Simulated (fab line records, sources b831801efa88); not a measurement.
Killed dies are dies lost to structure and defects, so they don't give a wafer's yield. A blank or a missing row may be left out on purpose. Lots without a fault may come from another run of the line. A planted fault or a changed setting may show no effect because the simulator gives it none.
Chamber matching | flow sky130 | SKY_VIA1_ETCH_14 on rie_diel-02: 4 sister chambers
The step etches BARC in N2/H2, stops on SiO2, time 45.9 s, target depth 60 nm. 8 wafers are shown with their chamber, then 12 later ones without.

WAFERS WITH THEIR CHAMBER
wafer  | chamber | drypump_motor_current_A (A) | throttle_valve_pct (%)
L085.2 | 3       | 6.5                         | 13.220
L086.3 | 0       | 6.2                         | 13.221
L088.1 | 1       | 5.7                         | 13.246
L088.2 | 3       | 6.5                         | 13.228
L088.3 | 2       | 6.2                         | 13.227
L089.2 | 1       | 5.7                         | 13.231
L089.4 | 0       | 6.1                         | 13.219
L089.6 | 2       | 6.0                         | 13.235

WAFERS WITHOUT THEIR CHAMBER
wafer  | drypump_motor_current_A (A) | throttle_valve_pct (%)
L090.1 | 6.1                         | 13.231
L090.5 | 5.7                         | 13.227
L090.6 | 6.2                         | 13.233
L092.1 | 6.5                         | 13.235
L092.3 | 5.8                         | 13.216
L092.4 | 6.2                         | 13.230
L097.1 | 6.1                         | 13.219
L097.3 | 5.8                         | 13.220
L097.5 | 6.1                         | 13.224
L096.3 | 6.1                         | 13.231
L096.4 | 6.1                         | 13.226
L096.5 | 5.7                         | 13.234

WHICH CHAMBER EACH WENT THROUGH
wafer  | from the rows above          | in truth
L090.1 | can't be placed: 2 or 0      | 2
L090.5 | 1                            | 1
L090.6 | can't be placed: 2 or 0      | 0
L092.1 | 3                            | 3
L092.3 | can't be placed: 1 or 2 or 0 | 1
L092.4 | can't be placed: 2 or 0      | 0
L097.1 | can't be placed: 0 or 2      | 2
L097.3 | can't be placed: 1 or 2 or 0 | 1
L097.5 | can't be placed: 0 or 2      | 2
L096.3 | can't be placed: 2 or 0      | 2
L096.4 | can't be placed: 2 or 0      | 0
L096.5 | 1                            | 1
Placed correctly: 3 of 12. Can't be placed from these rows: 9 (the true chamber is among the candidates in 9). Placed wrongly: 0.
How it was worked out, from the rows above alone: a wafer's distance from a chamber is the root of the sum, over the readings, of the square of ((its reading less the chamber's mean) divided by the reading's scatter). The wafer belongs to the nearest chamber; if the next one is less than 2 further off, it can't be placed. A chamber's mean is the mean of its shown wafers. The scatter: the root of (the sum of the squares of (reading less its chamber's mean) over the shown wafers, divided by (wafers less chambers)).
